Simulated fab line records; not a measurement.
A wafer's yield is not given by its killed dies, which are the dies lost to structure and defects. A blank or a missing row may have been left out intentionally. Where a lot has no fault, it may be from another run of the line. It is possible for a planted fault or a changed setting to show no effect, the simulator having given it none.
A single fault, viewed from 2 desks	flow gf180mcu	numbers are kept per desk, each desk with only its own; the story behind them comes last

== THE METROLOGY DESK ==
What the gauges read, lot by lot, whatever tool the lot ran on: means of the sampled wafers that have a number. Any lot whose mean is over 4 standard deviations away from the usual mean is out of limits and marked OUT; that distance is given in the brackets.
Columns: A = cd_nm at GF_SAB_CD_MEAS_09, usual 419.8 nm
lot	first seen here	A
L596	day 15 04:24	418.3
L598	day 15 20:00	422.9
L597	day 16 01:06	416.0
L599	day 16 08:29	419.2
L600	day 16 18:26	420.4
L601	day 16 22:39	419.9
L603	day 17 18:41	418.8
L604	day 18 06:20	419.3
L612	day 21 04:00	418.4
L613	day 21 06:18	416.1
L616	day 22 12:27	424.9
L617	day 22 15:52	421.0
L618	day 22 23:30	416.0
This desk's finding: nothing out of limits on any of the 13 lots.

== TOOL OWNER'S DESK, pvd_sputter-03 ==
The tool's own readings at GF_V3_SPUTTER_21 (material Ti, target thk 15 nm, time 80.02 s): means of the sampled wafers that have a number, for each lot that ran on this tool. Any lot whose mean is over 4 standard deviations away from the usual mean is out of limits and marked OUT; that distance is given in the brackets.
Columns: A = cathode_dc_power_W at GF_V3_SPUTTER_21, usual 2500.0 W; B = throttle_valve_pct at GF_V3_SPUTTER_21, usual 29.9 %
lot	first seen here	A	B
L598	day 23 05:20	2500.2	30.2
L599	day 23 16:26	2500.1	30.0
L600	day 24 04:16	2500.0	31.1
L604	day 25 13:07	2499.8	30.0
L612	day 28 00:47	2500.1	30.6
L618	day 29 13:29	2499.5	29.4
This desk's finding: nothing out of limits on any of the 6 lots.

== TAKEN TOGETHER ==
From the metrology desk's view, nothing was out of limits.
The tool owner's desk saw nothing out of limits.

== WHAT HAD BEEN PUT IN BY THE SIMULATOR ==
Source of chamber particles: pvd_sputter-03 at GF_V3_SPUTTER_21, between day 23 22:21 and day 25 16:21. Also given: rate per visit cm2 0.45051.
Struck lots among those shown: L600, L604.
